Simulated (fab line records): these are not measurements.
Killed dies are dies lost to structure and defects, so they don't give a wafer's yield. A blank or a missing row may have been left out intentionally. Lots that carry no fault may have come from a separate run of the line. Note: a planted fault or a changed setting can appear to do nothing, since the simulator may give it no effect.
A struck lot beside a sound one -- flow sky130 -- 15 steps out of a route of 708
Sound: these wafers, L604.1, L604.4, L604.5. Struck: wafer L614.3 (left out: L614.4, L614.5 of the same lot, which were not struck); the cause appears at the end.
Each step with rows lists, per side, the tool, then ch with its chambers, then its first start. Under that, the readings that differ: sound wafers -- struck wafers -- difference of the means -- sigmas: that difference in standard deviations of wafers without a fault.
alike: readings whose means differ by less than 2 such deviations, and words and numbers that are the same on both sides. not compared: withheld readings, readings that some wafer has no value for, bounds like >300 that may hide the same value, and numbers for which the record gives no deviation and whose values overlap.
A row with sigmas, a row that says differs or no value, or rows on one side alone: a step with any of these is where the two part. Non-overlapping numbers with no deviation appear without sigmas and do not part them. A reading that every wafer of one side lacks parts them only if that side has two wafers or more.

first, 1 step without rows for these wafers: SKY_CONTACT_ETCH_16 (etches BARC in N2/H2, stops on SiO2, time 45.9 s, target depth 60 nm).
SKY_CONTACT_ETCH_17: etches SiO2 in C4F8/O2/Ar, stops on Si3N4, target depth 340 nm.
  sound on rie_diel-04 ch 0,2,3, day 31 23:14; struck on rie_diel-04 ch 0, day 35 18:04
  alike: chamber_pressure_mTorr, oes_product_au
then, 1 step without rows for these wafers: SKY_CONTACT_ETCH_18 (etches Si3N4 in CHF3/O2, stops on TiN, time 39 s, target depth 75 nm).
SKY_CONTACT_STRIP_19: strips in O2/N2.
  sound on plasma_asher-03 ch 0,1, day 31 23:20; struck on plasma_asher-03 ch 0, day 35 18:11
  alike: chamber_pressure_mTorr, drypump_motor_current_A, oes_product_au, strip_time_to_endpoint_s
  not compared: rf_hours_counter_h
then, 3 steps without rows for these wafers: SKY_CONTACT_STRIP_20 (strips in post etch residue remover, time 1200 s); SKY_CONTACT_CLEAN_21 (cleans in IPA, time 180 s); SKY_CONTACT_CLEAN_22 (cleans in O3/DIW).
SKY_CONTACT_SPUTTER_23: material TiN, target thk 20 nm, time 80 s.
  sound: pvd_sputter-02 at day 31 23:55; struck: pvd_sputter-01 at day 35 18:45
  alike: chamber_pressure_pa, throttle_valve_pct
SKY_CONTACT_CVD_24: deposits W, target thk 340 nm, time 102.12 s.
  sound on cvd_w-01 ch 0, day 31 23:59; struck on cvd_w-01 ch 0, day 35 18:51
  alike: heater_power_w
SKY_CONTACT_RS_MEAS_25: measurement is done with a four-point probe.
  sound: film_metro-04 at day 32 00:06; struck: film_metro-04 at day 35 18:58
  alike: CONTACT_W_RS
SKY_CONTACT_THK_MEAS_26: measures by xrf.
  sound: film_metro-04 at day 32 00:13; struck: film_metro-04 at day 35 19:04
  alike: CONTACT_W_THK
then, 1 step without rows for these wafers: SKY_CONTACT_CMP_27 (polishes, stops on SiO2, t overpolish 15 s, target thk 0 nm).
SKY_METAL1_SPUTTER_00: material Ti, target thk 15 nm, time 10 s.
  sound: pvd_sputter-04 at day 32 00:35; struck: pvd_sputter-03 at day 35 19:24
reading,sound,struck,difference,sigmas
chamber_pressure_pa (Pa),0.3980 0.4010 0.4010,0.3850,-0.0150,-16
  alike: throttle_valve_pct
SKY_METAL1_SPUTTER_01: material TiN, target thk 20 nm, time 16.7 s.
  sound: pvd_sputter-04 at day 32 00:36; struck: pvd_sputter-03 at day 35 19:25
  alike: chamber_pressure_pa, throttle_valve_pct
-- the record jumps here: 13 days lie between the struck wafers' starts before and after (it left off in module METAL1 and takes up again in module PAD_OPEN, whose first step shown is number 708 of the route) --
SKY_PAD_OPEN_PROBE_99:
  sound: prober-02 at day 46 00:44; struck: prober-01 at day 48 19:40
reading,sound,struck,difference,sigmas
killed_at_front_end,18 24 23,12,-10,-2
  alike: defect_limited_yield, killed_at_M0_to_M3, killed_at_M4_up, killed_at_contacts, killed_at_other, killed_dies, killed_open, killed_short, sort_bin_3_pad_short, sort_bin_5_function, sort_bin_6_memory, sort_n_pass, sort_yield_pct

## WHERE THEY PART
First at SKY_METAL1_SPUTTER_00; last, within this record, at SKY_PAD_OPEN_PROBE_99.

WHY: what the simulator had put in
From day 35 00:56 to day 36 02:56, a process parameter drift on pvd_sputter-03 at SKY_METAL1_SPUTTER_00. A move of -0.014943 in setting chamber_pressure_pa, from 0.4. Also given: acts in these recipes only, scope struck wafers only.
